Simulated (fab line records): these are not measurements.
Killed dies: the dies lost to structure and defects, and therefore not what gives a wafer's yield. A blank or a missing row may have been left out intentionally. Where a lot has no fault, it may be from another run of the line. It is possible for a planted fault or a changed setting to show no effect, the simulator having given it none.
What tool caused it?	flow gf180mcu	Sampling: 12 lots, 35 wafers, 5 of 602 route steps

## WHAT EACH GAUGE READ, for each wafer
GF_V5_BOW_MEAS_05. Usual: V5_BOW typically reads 133 um, with standard deviation 9.6.
lot	measured	on	V5_BOW (um)	flag
L433	day 26 13:48	film metro-04	128 114 119	
L434	day 26 17:39	film metro-02	131 129 134	
L435	day 27 08:04	film metro-02	144 157 152	
L436	day 27 13:24	film metro-02	138 134 133	
L437	day 28 01:44	film metro-02	121 114 125	
L442	day 29 07:46	film metro-04	132 119	
L443	day 29 16:12	film metro-04	147 125 129	
L444	day 29 20:20	film metro-02	130 128 113	
L448	day 30 19:43	film metro-02	122 129 146	
L449	day 31 19:22	film metro-04	135 123 154	
L450	day 31 20:26	film metro-03	116 124 126	
L455	day 33 03:03	film metro-03	142 135 139	

GF_V5_RS_MEAS_24: measures by four-point-probe. Usual: V5_W_RS typically reads 0.328 ohm/sq, with standard deviation 0.0036.
lot	measured	on	V5_W_RS (ohm/sq)	flag
L433	day 27 11:04	film metro-02	0.327 0.327 0.330	
L434	day 27 14:57	film metro-04	0.330 0.330 0.331	
L435	day 28 04:34	film metro-02	0.330 0.325 0.330	
L436	day 28 10:06	film metro-04	0.328 0.327 0.327	
L437	day 28 21:55	film metro-04	0.327 0.323 0.326	
L442	day 30 03:32	film metro-02	0.590 0.584	OFF
L443	day 30 11:58	film metro-04	0.326 0.325 0.325	
L444	day 30 15:45	film metro-02	0.602 0.599 0.592	OFF
L448	day 31 14:23	film metro-03	0.329 0.331 0.330	
L449	day 32 13:58	film metro-04	0.325 0.329 0.327	
L450	day 32 13:59	film metro-02	0.336 0.330 0.330	
L455	day 33 19:39	film metro-04	0.328 0.332 0.331	

GF_V5_THK_MEAS_25: measures by xrf. Usual: V5_W_THK typically reads 351 nm, with standard deviation 5.6.
lot	measured	on	V5_W_THK (nm)	flag
L433	day 27 11:10	film metro-02	356 358 353	
L434	day 27 15:02	film metro-04	344 341 343	
L435	day 28 04:41	film metro-02	355 358 354	
L436	day 28 10:13	film metro-04	347 348 349	
L437	day 28 22:02	film metro-04	349 354 350	
L442	day 30 03:38	film metro-02	197 199	OFF
L443	day 30 12:05	film metro-04	351 350 349	
L444	day 30 15:52	film metro-02	193 194 197	OFF
L448	day 31 14:31	film metro-03	349 348 348	
L449	day 32 14:04	film metro-04	348 343 345	
L450	day 32 14:07	film metro-02	346 351 352	
L455	day 33 19:46	film metro-04	346 343 344	

## EACH LOT AND THE TOOL THAT RAN IT (in order: tool; ch and the chambers of the sampled wafers; start)
lot	GF_V5_CVD_02	GF_V5_CVD_23
L433	pecvd-02 ch 0,1,2, day 26 13:12	cvd w-01 ch 0,1, day 27 10:56
L434	pecvd-02 ch 0,1,2, day 26 16:44	cvd w-01 ch 0,1, day 27 14:49
L435	pecvd-02 ch 0,1, day 27 07:35	cvd w-02 ch 0,1, day 28 04:28
L436	pecvd-02 ch 0,1,2, day 27 12:56	cvd w-01 ch 1, day 28 09:59
L437	pecvd-03 ch 1,2, day 28 01:16	cvd w-02 ch 1, day 28 21:46
L442	pecvd-02 ch 0,2, day 29 07:15	cvd w-01 ch 0,1, day 30 03:26
L443	pecvd-02 ch 0,1,2, day 29 15:43	cvd w-02 ch 0,1, day 30 11:50
L444	pecvd-03 ch 0,2, day 29 19:53	cvd w-01 ch 0,1, day 30 15:38
L448	pecvd-01 ch 1,2, day 30 19:14	cvd w-02 ch 0,1, day 31 14:17
L449	pecvd-02 ch 0,1,2, day 31 18:49	cvd w-02 ch 0,1, day 32 13:44
L450	pecvd-01 ch 0,1,2, day 31 19:58	cvd w-02 ch 0,1, day 32 13:49
L455	pecvd-03 ch 1,2, day 33 02:35	cvd w-01 ch 0,1, day 33 19:32
- GF_V5_CVD_02: deposits SiO2 from TEOS, target thk 1450 nm, time 163.28 s.
- GF_V5_CVD_23: deposits W, target thk 350 nm, time 104.9 s.

## WHAT THE TOOLS THEMSELVES READ (means of the sampled wafers that have a number; where no wafer has one, the mark that the record gives instead)
GF_V5_CVD_02. Usual: heater power w reads 685 W (standard deviation 97).
lot	tool	heater power w (W)	flag
L433	pecvd-02	713	
L434	pecvd-02	707	
L435	pecvd-02	777	
L436	pecvd-02	782	
L437	pecvd-03	636	
L442	pecvd-02	705	
L443	pecvd-02	750	
L444	pecvd-03	587	
L448	pecvd-01	588	
L449	pecvd-02	692	
L450	pecvd-01	669	
L455	pecvd-03	626	

GF_V5_CVD_23. Usual: heater power w reads 929 W (standard deviation 76).
lot	tool	heater power w (W)	flag
L433	cvd w-01	970	
L434	cvd w-01	954	
L435	cvd w-02	936	
L436	cvd w-01	1024	
L437	cvd w-02	985	
L442	cvd w-01	940	
L443	cvd w-02	948	
L444	cvd w-01	901	
L448	cvd w-02	942	
L449	cvd w-02	916	
L450	cvd w-02	916	
L455	cvd w-01	920	

## THE ANSWER, worked out from the rows above alone
Rule: lot off if the mean of its wafers having a number is beyond 3 standard deviations from the usual mean. A lot without any number at a reading at which 4 lots or more have one is off too. Any other lot the step has rows for is counted as sound. First the gauges in route order, then the tools' own readings, where a lot's mean is used as printed above. At the first step where some lot is off, the reading lying furthest off is the one used; lots without a number count as furthest.
Off: L442, L444, at GF_V5_RS_MEAS_24 (V5_W_RS).
If a tool, at a process step before that reading, ran all the lots that are off and no sound lot after the first of them, it fits. Gauges at GF_V5_RS_MEAS_24: tried the same way as those tools. Not one of the candidates tried fits.

## WHAT THE SIMULATOR PUT IN
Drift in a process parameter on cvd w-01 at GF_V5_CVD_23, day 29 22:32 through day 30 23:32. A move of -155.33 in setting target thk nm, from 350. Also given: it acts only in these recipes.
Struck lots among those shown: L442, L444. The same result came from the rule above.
